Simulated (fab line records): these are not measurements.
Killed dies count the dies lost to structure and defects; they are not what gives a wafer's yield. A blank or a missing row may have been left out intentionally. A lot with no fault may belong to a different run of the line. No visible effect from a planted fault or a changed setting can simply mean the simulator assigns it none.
Problem report, 8D (eight disciplines) form, completed by code	flow sky130	the parts of the form that need people (team, actions taken, sign-off) are left out

## 1. WHAT WENT WRONG
Across 6 wafers from 2 lots, LDD_HVP_TW at SKY_LDD_HVP_TW_MEAS_10 averages 408, while fault-free wafers read 453 with a standard deviation of 5.8. Measured from the usual mean, that is -7.8 standard deviations.
First observed at day 24 18:28: wafer L281.4, on film metro-01. The record has a number at this step for 39 wafers belonging to 13 lots. Rule for "out", or "out of limits": more than 4 standard deviations from the usual mean. The other wafers with a number count as sound.

## 2. WHAT THIS IS AND IS NOT
question	is	is not
which readings at this step	LDD_HVP_TW	-
which lots	L281, L283	L275, L277, L286, L289, L290, L291, L292, L293, L295, L296, L297
which wafers of those lots	all that have a number	-
read on which gauges	film metro-01	film metro-03, film metro-04
when	from day 24 18:28	up to then (6 sound wafers); but 27 sound wafers of L286, L289, L290, L291, L292, L293, L295, L296, L297 came after

## 3. SUSPECTS, AND WHAT RULES EACH OUT
Counting: any tool at a process step up to the reading is kept as a suspect provided that every lot that is out went through it and no sound lot did after the first of them.
- ruled out: the gauge at SKY_LDD_HVP_TW_MEAS_10. All the wafers that are out were read on film metro-01, but those of them that SKY_LDD_HVP_IMPLANT_08 has rows for are out there too, on other tools.
- implanter-03 at SKY_LDD_HVP_IMPLANT_08: ruled out as a lasting fault. After its first lot that is out, L281 (day 24 18:16), sound lots L292, L296 ran on it.
Left after counting: nothing in the record.

## 4. THE CAUSE (what the simulator had put in)
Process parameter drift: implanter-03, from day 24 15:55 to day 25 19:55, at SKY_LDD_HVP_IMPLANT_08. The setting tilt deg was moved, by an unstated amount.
Counting ruled it out, wrongly: the rule takes a fault to strike every lot that its tool runs from its start on, and this one did not.

## 5. THE CHAIN OF EFFECTS, in route order
One row per reading whose mean, taken over the struck wafers that have a number, lies over 3 standard deviations from the usual. Scope: only readings with a usual standard deviation given in the record; hours: median across lots of the time from each lot's start at the first step in this table that gives one to its start at this step; sigmas: change in usual standard deviations.
hours	step	reading	usual	on struck wafers	change	sigmas
0	SKY_LDD_HVP_IMPLANT_08	tilt deg	17.897 degrees	0.014	-17.883	-99 or more
0	SKY_LDD_HVP_TW_MEAS_10	LDD_HVP_TW	453	408	-45	-7.8
It contains these process steps:
- SKY_LDD_HVP_IMPLANT_08
At these later measuring or inspecting steps, every struck wafer for which the step has a row has a number for every such reading, and none has moved that far: SKY_SD_P_CD_MEAS_07.

## 6. WHAT WOULD HAVE CAUGHT IT SOONER
In this record the first reading out of limits at a measuring or inspecting step was taken at day 24 18:28, 3 hours after the fault began at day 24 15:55.
The tool's own readings at SKY_LDD_HVP_IMPLANT_08 were out on every struck wafer that the step has a row for (tilt deg): an alarm limit on them would have fired on the first of those.
